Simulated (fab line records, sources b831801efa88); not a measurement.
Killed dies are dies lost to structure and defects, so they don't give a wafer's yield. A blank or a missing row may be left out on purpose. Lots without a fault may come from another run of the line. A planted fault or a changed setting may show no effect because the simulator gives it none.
Which tool did it? | flow gf180mcu | 12 lots, 36 wafers sampled, at 6 steps of a route of 602

WHAT THE GAUGES READ, wafer by wafer
GF_HV_LDD_TW_MEAS_38.
lot  | measured     | on            | HV_LDD_3_TW
L382 | day 11 06:13 | film_metro-04 | 1419 1430 1425
L385 | day 12 07:05 | film_metro-03 | 1428 1433 1431
L386 | day 12 17:06 | film_metro-03 | 1425 1428 1425
L387 | day 13 07:18 | film_metro-03 | 1432 1435 1434
L389 | day 14 00:32 | film_metro-01 | 1424 1421 1414
L390 | day 14 05:14 | film_metro-03 | 1430 1436 1436
L393 | day 15 06:31 | film_metro-04 | 1384 1391 1384
L395 | day 15 21:29 | film_metro-03 | 1384 1382 1387
L397 | day 16 12:23 | film_metro-04 | 1425 1429 1425
L403 | day 18 10:56 | film_metro-01 | 1416 1418 1414
L404 | day 18 19:40 | film_metro-04 | 1419 1427 1428
L405 | day 19 05:07 | film_metro-04 | 1431 1435 1431

GF_HV_LDD_TW_MEAS_50.
lot  | measured     | on            | HV_LDD_4_TW
L382 | day 12 01:32 | film_metro-01 | 559 562 561
L385 | day 13 03:59 | film_metro-04 | 569 567 566
L386 | day 13 14:01 | film_metro-04 | 566 564 568
L387 | day 14 03:36 | film_metro-01 | 558 558 561
L389 | day 14 21:52 | film_metro-01 | 560 559 564
L390 | day 15 02:47 | film_metro-04 | 568 564 565
L393 | day 16 04:23 | film_metro-01 | 560 560 561
L395 | day 16 19:29 | film_metro-04 | 566 564 563
L397 | day 17 11:35 | film_metro-03 | 569 571 566
L403 | day 19 11:41 | film_metro-01 | 561 564 560
L404 | day 19 19:59 | film_metro-03 | 569 569 565
L405 | day 20 05:29 | film_metro-01 | 561 556 561

GF_HV_LDD_RS_MEAS_53: measures by four-point-probe.
lot  | measured     | on            | HV_LDD_RS (ohm/sq)
L382 | day 12 01:42 | film_metro-03 | 419.7 420.6 419.2
L385 | day 13 04:10 | film_metro-01 | 417.9 417.0 417.9
L386 | day 13 14:12 | film_metro-01 | 417.5 417.7 417.8
L387 | day 14 03:46 | film_metro-03 | 419.0 418.1 417.5
L389 | day 14 22:02 | film_metro-04 | 419.7 420.8 419.8
L390 | day 15 02:58 | film_metro-03 | 419.3 418.8 418.5
L393 | day 16 04:34 | film_metro-01 | 423.9 425.4 424.1
L395 | day 16 19:40 | film_metro-01 | 425.2 425.5 425.6
L397 | day 17 11:46 | film_metro-03 | 417.6 417.6 418.0
L403 | day 19 11:52 | film_metro-03 | 418.7 418.8 417.8
L404 | day 19 20:10 | film_metro-01 | 418.5 418.5 417.0
L405 | day 20 05:40 | film_metro-01 | 416.9 417.2 418.0

WHICH TOOL RAN EACH LOT (tool, then ch and the chambers of the sampled wafers, then the start)
lot  | GF_DNWELL_STRIP_08                  | GF_POLY_GATE_STRIP_14                | GF_HV_LDD_IMPLANT_36
L382 | plasma_asher-03 ch 0,1, day 2 16:57 | plasma_asher-02 ch 0,1, day 8 23:07  | implanter-03 ch 0, day 11 05:58
L385 | plasma_asher-03 ch 0,1, day 3 09:39 | plasma_asher-01 ch 0,1, day 9 21:02  | implanter-04 ch 0, day 12 06:51
L386 | plasma_asher-03 ch 0, day 3 16:38   | plasma_asher-01 ch 0,1, day 10 05:59 | implanter-03 ch 0, day 12 16:51
L387 | plasma_asher-03 ch 0,1, day 3 23:56 | plasma_asher-04 ch 0,1, day 10 17:13 | implanter-01 ch 0, day 13 07:03
L389 | plasma_asher-01 ch 0, day 4 11:28   | plasma_asher-01 ch 0, day 11 09:51   | implanter-04 ch 0, day 14 00:18
L390 | plasma_asher-03 ch 0,1, day 4 15:28 | plasma_asher-02 ch 0,1, day 11 13:48 | implanter-04 ch 0, day 14 05:00
L393 | plasma_asher-01 ch 0,1, day 5 07:53 | plasma_asher-04 ch 1, day 12 11:49   | implanter-04 ch 0, day 15 06:16
L395 | plasma_asher-02 ch 0,1, day 5 17:34 | plasma_asher-01 ch 0,1, day 13 03:15 | implanter-04 ch 0, day 15 21:14
L397 | plasma_asher-01 ch 0,1, day 6 02:20 | plasma_asher-04 ch 1, day 13 17:11   | implanter-01 ch 0, day 16 12:08
L403 | plasma_asher-03 ch 0,1, day 7 09:34 | plasma_asher-02 ch 0,1, day 15 12:18 | implanter-03 ch 0, day 18 10:42
L404 | plasma_asher-03 ch 0,1, day 7 15:40 | plasma_asher-01 ch 0,1, day 15 21:01 | implanter-01 ch 0, day 18 19:25
L405 | plasma_asher-02 ch 0,1, day 7 22:58 | plasma_asher-04 ch 0,1, day 16 06:17 | implanter-01 ch 0, day 19 04:52
- GF_DNWELL_STRIP_08: strips in O2/N2.
- GF_POLY_GATE_STRIP_14: strips in O2/N2.
- GF_HV_LDD_IMPLANT_36

WHAT THE TOOLS THEMSELVES READ (means of the sampled wafers that have a number; where no wafer has one, the mark that the record gives instead)
GF_DNWELL_STRIP_08.
lot  | tool            | drypump_motor_current_A (A) | heater_power_w (W) | oes_product_au (a.u.) | strip_time_to_endpoint_s (s)
L382 | plasma_asher-03 | 5.78                        | 312                | 0.722                 | 36.82
L385 | plasma_asher-03 | 5.89                        | 300                | 0.724                 | 36.97
L386 | plasma_asher-03 | 5.98                        | 295                | 0.724                 | 36.99
L387 | plasma_asher-03 | 5.88                        | 305                | 0.723                 | 36.95
L389 | plasma_asher-01 | 6.45                        | 380                | 0.719                 | 36.94
L390 | plasma_asher-03 | 5.79                        | 307                | 0.726                 | 36.82
L393 | plasma_asher-01 | 6.19                        | 383                | 0.723                 | 37.20
L395 | plasma_asher-02 | 6.06                        | 341                | 0.718                 | 37.02
L397 | plasma_asher-01 | 5.89                        | 386                | 0.719                 | 36.98
L403 | plasma_asher-03 | 5.89                        | 298                | 0.723                 | 36.93
L404 | plasma_asher-03 | 5.89                        | 302                | 0.717                 | 37.01
L405 | plasma_asher-02 | 6.05                        | 356                | 0.723                 | 37.04

GF_POLY_GATE_STRIP_14.
lot  | tool            | drypump_motor_current_A (A) | heater_power_w (W) | oes_product_au (a.u.)
L382 | plasma_asher-02 | 6.06                        | 340                | 0.508
L385 | plasma_asher-01 | 5.88                        | 384                | 0.501
L386 | plasma_asher-01 | 6.16                        | 381                | 0.501
L387 | plasma_asher-04 | 6.16                        | 317                | 0.510
L389 | plasma_asher-01 | 6.47                        | 382                | 0.506
L390 | plasma_asher-02 | 6.04                        | 359                | 0.506
L393 | plasma_asher-04 | 6.09                        | 291                | 0.504
L395 | plasma_asher-01 | 5.91                        | 382                | 0.505
L397 | plasma_asher-04 | 6.09                        | 298                | 0.504
L403 | plasma_asher-02 | 6.07                        | 343                | 0.503
L404 | plasma_asher-01 | 5.88                        | 375                | 0.510
L405 | plasma_asher-04 | 6.12                        | 306                | 0.505

GF_HV_LDD_IMPLANT_36.
lot  | tool         | dose_ions_cm2 | faraday_current_uA
L382 | implanter-03 | 7.481e+12     | 42.4
L385 | implanter-04 | 7.498e+12     | 42.2
L386 | implanter-03 | 7.496e+12     | 42.7
L387 | implanter-01 | 7.496e+12     | 42.3
L389 | implanter-04 | 7.511e+12     | 41.4
L390 | implanter-04 | 7.499e+12     | 42.5
L393 | implanter-04 | 4.886e+12     | 27.7
L395 | implanter-04 | 4.878e+12     | 27.6
L397 | implanter-01 | 7.497e+12     | 41.7
L403 | implanter-03 | 7.491e+12     | 41.9
L404 | implanter-01 | 7.509e+12     | 42.3
L405 | implanter-01 | 7.493e+12     | 42.1

THE ANSWER, worked out from the rows above alone
Rule: what is usual is taken from the lots themselves. Put in order of their means at a reading, lots are off if they are a third of the lots or fewer, leave a main group of 4 or more, and stand apart from it by a gap of 3 or more times the standard deviation of the main group's means; of several such gaps the widest counts. A main group whose means are all the same, to the digits that the tables above print for the reading, isn't used. A lot without any number at a reading at which 4 lots or more have one is off too. The other lots that the step has rows for count as sound. The gauges are gone through in route order, then the tools' own readings, and for those a lot's mean is taken as printed above. The first step at which some lot is off is used, and at that step the reading that is off furthest; a lot without a number counts as furthest.
Off: L393, L395, at GF_HV_LDD_TW_MEAS_38 (HV_LDD_3_TW). The main group: mean 1427, standard deviation 5.7.
A tool fits if, at a process step before that reading, it ran every lot that is off, and no sound lot after the first of them. The gauges at GF_HV_LDD_TW_MEAS_38 aren't tried: what is off there is off at GF_HV_LDD_RS_MEAS_53 too, on other tools, and a gauge's error can't cause that. One fits: implanter-04 at GF_HV_LDD_IMPLANT_36. Its last sound lot is L390 (day 14 05:00), its first lot that is off L393 (day 15 06:16): a fault that began between those two fits.
The tool's own readings at GF_HV_LDD_IMPLANT_36 bear it out: on the lots that are off they differ by more than 5 times the standard deviation of the sound lots' means. dose_ions_cm2 reads 4.882e+12 there against 7.497e+12 on the sound lots; faraday_current_uA reads 27.6 there against 42.1 on the sound lots.

WHAT THE SIMULATOR HAD PUT IN
Process parameter drift: implanter-04, from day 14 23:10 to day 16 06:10, at GF_HV_LDD_IMPLANT_36. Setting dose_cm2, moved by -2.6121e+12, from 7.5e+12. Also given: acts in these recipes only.
Lots struck among those shown: L393, L395. The rule above found the same.
